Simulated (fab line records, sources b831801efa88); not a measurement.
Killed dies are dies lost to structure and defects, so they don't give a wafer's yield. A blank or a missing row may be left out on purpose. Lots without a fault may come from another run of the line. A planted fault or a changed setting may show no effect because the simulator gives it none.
fab line records | flow sky130
record lots=13 wafers=39 last_day=50
route steps=708 shown CONTACT@422
lots that met no fault: from a run of the same line without faults
start_h: hours from the record's first day to the start of the lot's first wafer shown | wait_h: hours since the lot's step before | " the same as in the row above | L1.1+2: a row that stands for several wafers | - no value, or no start given | * or withheld: withheld | < > ~ a bound
route shown NAME@n: a module of which the file shows steps, and the number in the route of the first | usual: mean/standard deviation of fault-free wafers | same: alike in all rows | chamber/n: place in a boat | sites: the reading at each site | _std_site: their standard deviation | _edge_site: outer sites' mean less inner sites' | radius_mm: how far each site lies from the wafer's centre | mask NAME#n: copy n | behind: the tool/chamber that last shaped the wafer | hold: why the lot was held/for how many hours/how that ended | device: the transistor (n, p or np) that didn't switch | end of line: the same wafers' tests at the end of the route | a step without rows: its recipe alone | killed: dies lost to structure and defects at the first sort, not the wafer's yield | map: a wafer's dies, x killed, . not, _ none there
set.NAME: the setting as run; set.NAME@STEP: as run at that earlier step | model.NAME: the simulator's own value behind a step, which no gauge read
steps of the route over a sample of lots; a table a step, a row a wafer
services: from which hour (start_h, from the record's first day; less than 0 if before it) a tool's chamber was out of use, for how many hours, and why
## steps
# step SKY_CONTACT_ETCH_16
# recipe chemistry=N2/H2 target=BARC ion_energy_ev=200 source_w=500 bias_w=100 pressure_mtorr=30 n2_flow_sccm=100 h2_flow_sccm=200 stop_on=SiO2 time_s=45.9 target_depth_a=600
# usual drypump_motor_current_A=5.8/0.4 oes_product_au=0.854/0.0046 rf_fwd_power_W=494.4/2 throttle_valve_pct=13.224/0.0081
# columns lot.wafer tool chamber start_h wait_h drypump_motor_current_A oes_product_au rf_fwd_power_W rf_hours_counter_h throttle_valve_pct
L288.1 rie_diel-03 3 729.93 0.0 5.5 0.848 494.0 19 13.236
L288.3 " 0 " " 6.1 0.847 494.7 1 13.237
L288.6 " 1 " " 6.0 0.856 495.4 - 13.226
L289.2 rie_diel-01 2 735.95 0.0 5.4 0.850 490.9 9 13.220
L289.3 " 0 " " 5.8 0.856 492.7 2 13.216
L289.6 " 3 " " 6.7 0.860 495.2 - 13.215
L290.2 rie_diel-02 2 746.85 0.0 5.6 0.856 492.6 4 13.221
L290.4 " 0 " " 5.1 0.852 495.9 13 13.230
L290.6 " 3 " " 5.5 0.856 494.3 - 13.222
L291.2 rie_diel-01 3 759.65 0.0 6.7 0.850 494.9 6 13.222
L291.4 " 1 " " 5.7 0.854 494.5 35 13.220
L291.6 " 3 " " 6.7 0.857 496.2 - 13.221
L293.2 rie_diel-03 3 775.18 0.0 5.5 0.854 490.5 21 13.226
L293.3 " 1 " " 5.9 0.858 497.9 25 13.214
L293.6 " 1 " " 6.0 0.847 496.4 - 13.223
L294.2 rie_diel-02 2 786.50 0.0 5.6 0.851 494.5 5 13.213
L294.5 " 1 " " 5.8 0.851 492.4 - 13.222
L294.6 " 0 " " 5.1 0.865 495.7 - 13.232
L297.1 rie_diel-03 0 808.15 0.0 6.0 0.851 493.8 4 13.230
L297.2 " 1 " " 6.0 0.856 497.6 26 13.224
L297.6 " 1 " " 6.0 0.860 497.1 - 13.227
L299.2 rie_diel-02 1 817.78 0.0 5.8 0.850 495.3 10 13.215
L299.3 " 0 " " 5.1 0.855 497.2 15 13.231
L299.6 " 1 " " 5.8 0.853 495.8 - 13.231
L304.3 rie_diel-02 0 868.03 0.0 5.1 0.857 496.0 17 13.238
L304.5 " 3 " " 5.5 0.852 492.0 - 13.234
L304.6 " 2 " " 5.7 0.852 494.1 - 13.208
L305.2 rie_diel-02 2 880.75 0.0 5.6 0.854 493.5 8 13.222
L305.3 " 0 " " 5.1 0.857 495.8 17 13.216
L305.5 " 0 " " 5.1 0.843 496.8 - 13.237
L306.2 rie_diel-03 1 882.90 0.0 6.0 0.856 497.6 0 13.220
L306.3 " 0 " " 6.0 0.850 497.8 6 13.218
L306.6 " 1 " " 5.9 0.861 497.7 - 13.231
L309.2 rie_diel-01 1 897.43 0.0 5.7 0.857 495.0 2 13.235
L309.4 " 3 " " 6.7 0.848 494.1 10 13.243
L309.5 " 3 " " 6.7 0.853 494.3 - 13.234
L310.1 rie_diel-01 2 908.13 0.0 5.4 0.861 491.9 14 13.236
L310.5 " 3 " " 6.7 0.852 494.1 - 13.230
L310.6 " 2 " " 5.4 0.853 493.0 - 13.231
# step SKY_CONTACT_ETCH_17
# recipe target=SiO2 chemistry=C4F8/O2/Ar stop_on=Si3N4 mask_material=KrF-thick source_w=1500 bias_w=1200 pressure_mtorr=40 c4f8_flow_sccm=withheld O2_flow_sccm=6 Ar_flow_sccm=300 time_s=withheld target_depth_a=3400
# usual oes_product_au=0.892/0.0049 rf_fwd_power_W=1486/5.8
# columns lot.wafer tool chamber start_h wait_h oes_product_au rf_fwd_power_W
L288.1 rie_diel-03 3 729.97 0.0 0.885 1485
L288.3 " 0 " " 0.891 1483
L288.6 " 1 " " 0.893 1504
L289.2 rie_diel-01 2 735.99 0.0 0.886 1489
L289.3 " 0 " " 0.892 1493
L289.6 " 3 " " 0.891 1490
L290.2 rie_diel-02 2 746.89 0.0 0.894 1482
L290.4 " 0 " " 0.891 1499
L290.6 " 3 " " 0.893 1473
L291.2 rie_diel-01 3 759.70 0.0 0.896 1482
L291.4 " 1 " " 0.890 1487
L291.6 " 3 " " 0.897 1482
L293.2 rie_diel-03 3 775.22 0.0 0.894 1476
L293.3 " 1 " " 0.887 1485
L293.6 " 1 " " 0.886 1487
L294.2 rie_diel-02 2 786.54 0.0 0.892 1488
L294.5 " 1 " " 0.895 1478
L294.6 " 0 " " 0.894 1499
L297.1 rie_diel-03 0 808.20 0.0 0.886 1487
L297.2 " 1 " " 0.891 1488
L297.6 " 1 " " 0.901 1494
L299.2 rie_diel-02 1 817.82 0.0 0.890 1495
L299.3 " 0 " " 0.884 1502
L299.6 " 1 " " 0.886 1493
L304.3 rie_diel-02 0 868.07 0.0 0.898 1245
L304.5 " 3 " " 0.892 1236
L304.6 " 2 " " 0.893 1242
L305.2 rie_diel-02 2 880.79 0.0 0.892 1240
L305.3 " 0 " " 0.894 1246
L305.5 " 0 " " 0.900 1243
L306.2 rie_diel-03 1 882.95 0.0 0.889 1493
L306.3 " 0 " " 0.895 1493
L306.6 " 1 " " 0.892 1487
L309.2 rie_diel-01 1 897.47 0.0 0.894 1479
L309.4 " 3 " " 0.887 1484
L309.5 " 3 " " 0.892 1478
L310.1 rie_diel-01 2 908.17 0.0 0.898 1488
L310.5 " 3 " " 0.897 1486
L310.6 " 2 " " 0.889 1478
# step SKY_CONTACT_CVD_24
# recipe material=W target_thk_nm=340 time_s=102.12 temp_c=400 pressure_torr=40
# usual heater_power_w=877/71
# columns lot.wafer tool chamber start_h wait_h heater_power_w
L288.1 cvd_w-01 0 730.80 0.0 887
L288.3 " 1 " " 884
L288.6 " 0 " " 842
L289.2 cvd_w-02 1 736.77 0.0 993
L289.3 " 0 " " 785
L289.6 " 1 " " 974
L290.2 cvd_w-01 1 747.71 0.0 888
L290.4 " 1 " " 900
L290.6 " 0 " " 841
L291.2 cvd_w-02 0 760.44 0.0 759
L291.4 " 0 " " 772
L291.6 " 0 " " 783
L293.2 cvd_w-01 0 775.97 0.0 843
L293.3 " 1 " " 885
L293.6 " 0 " " 861
L294.2 cvd_w-02 1 787.34 0.0 993
L294.5 " 1 " " 967
L294.6 " 0 " " 793
L297.1 cvd_w-01 1 808.94 0.0 860
L297.2 " 0 " " 858
L297.6 " 1 " " 884
L299.2 cvd_w-01 0 818.57 0.0 859
L299.3 " 1 " " 905
L299.6 " 0 " " 868
L304.3 cvd_w-01 0 868.85 0.1 852
L304.5 " 0 " " 853
L304.6 " 1 " " 883
L305.2 cvd_w-01 1 881.60 0.0 919
L305.3 " 1 " " 915
L305.5 " 1 " " 904
L306.2 cvd_w-02 1 883.69 0.0 1008
L306.3 " 1 " " 1010
L306.6 " 1 " " 978
L309.2 cvd_w-02 0 898.22 0.0 743
L309.4 " 0 " " 744
L309.5 " 1 " " 1011
L310.1 cvd_w-01 1 908.92 0.0 895
L310.5 " 0 " " 874
L310.6 " 1 " " 922
# step SKY_CONTACT_RS_MEAS_25
# recipe thk_meas_gauge=four-point-probe reads=W_of_CONTACT_CVD_24+TiN_of_CONTACT_SPUTTER_23
# usual CONTACT_W_RS=0.336/0.0043
# columns lot.wafer tool chamber start_h wait_h CONTACT_W_RS[ohm/sq]
L288.1 film_metro-04 - 730.91 0.1 0.336
L288.3 " - " " 0.329
L288.6 " - " " 0.335
L289.2 film_metro-04 - 736.90 0.1 0.342
L289.3 " - " " 0.340
L289.6 " - " " 0.341
L290.2 film_metro-01 - 747.84 0.1 0.335
L290.4 " - " " 0.340
L290.6 " - " " 0.335
L291.2 film_metro-03 - 760.57 0.1 0.343
L291.4 " - " " 0.337
L291.6 " - " " 0.338
L293.2 film_metro-01 - 776.10 0.1 0.332
L293.3 " - " " 0.326
L293.6 " - " " 0.334
L294.2 film_metro-04 - 787.47 0.1 0.342
L294.5 " - " " 0.338
L294.6 " - " " 0.340
L297.1 film_metro-04 - 809.05 0.1 0.330
L297.2 " - " " 0.339
L297.6 " - " " 0.328
L299.2 film_metro-03 - 818.70 0.1 0.340
L299.3 " - " " 0.331
L299.6 " - " " 0.339
L304.3 film_metro-04 - 868.97 0.1 0.338
L304.5 " - " " 0.337
L304.6 " - " " 0.330
L305.2 film_metro-03 - 881.73 0.1 0.337
L305.3 " - " " 0.333
L305.5 " - " " 0.328
L306.2 film_metro-04 - 883.82 0.1 0.337
L306.3 " - " " 0.335
L306.6 " - " " 0.334
L309.2 film_metro-03 - 898.35 0.1 0.345
L309.4 " - " " 0.345
L309.5 " - " " 0.347
L310.1 film_metro-01 - 909.03 0.1 0.333
L310.5 " - " " 0.338
L310.6 " - " " 0.334
## services
# columns tool chamber start_h hours kind
cvd_w-02 0 714.48 3.2 repair
cvd_w-02 - 740.59 0.8 repair
rie_diel-03 2 748.45 - clean
rie_diel-03 2 748.45 15.7 scheduled_down
rie_diel-03 2 748.45 15.7 vent_cycle
rie_diel-02 2 772.10 6.1 repair
cvd_w-01 - 789.48 0.5 repair
rie_diel-02 1 795.33 4.6 repair
rie_diel-01 3 795.64 9.5 repair
rie_diel-01 1 796.48 9.3 repair
rie_diel-01 1 812.91 7.2 repair
rie_diel-03 0 817.89 7.6 repair
rie_diel-01 1 820.12 - clean
rie_diel-01 1 820.12 21.0 scheduled_down
rie_diel-01 1 820.12 21.0 vent_cycle
cvd_w-02 - 820.62 1.1 repair
cvd_w-01 0 824.02 2.5 repair
cvd_w-01 1 857.36 4.5 repair
rie_diel-03 3 858.65 2.2 repair
rie_diel-02 3 878.51 9.8 repair
cvd_w-01 - 884.83 6.0 pm
rie_diel-02 0 894.33 1.9 repair
rie_diel-02 0 896.53 8.9 repair
cvd_w-02 - 904.00 14.0 pm
## key
first_sign step=SKY_CONTACT_ETCH_17 reading=rf_fwd_power_W direction=down sigmas=42 usual=1486 struck=1242
effect none on later readings
met_at SKY_CONTACT_ETCH_17
struck_lots L304,L305
tester_left_out L304,L305
not_acting_at SKY_CONTACT_ETCH_16,SKY_CONTACT_CVD_24,SKY_CONTACT_RS_MEAS_25
onset_between 817.82 868.07
fault kind=process_parameter_drift tool=rie_diel-02 chamber=- onset_h=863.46 steps=SKY_CONTACT_ETCH_17 channel=source_w offset=-240 shape=step end_h=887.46 acts_in=these_recipes_only stated=1500
# tester_left_out: of these lots the tester's yield and bins aren't shown, on N5 and GAA mostly nor the transistor test; their killed dies are dies lost to structure and defects alone, not to doping, threshold or leakage, so they don't give the yield
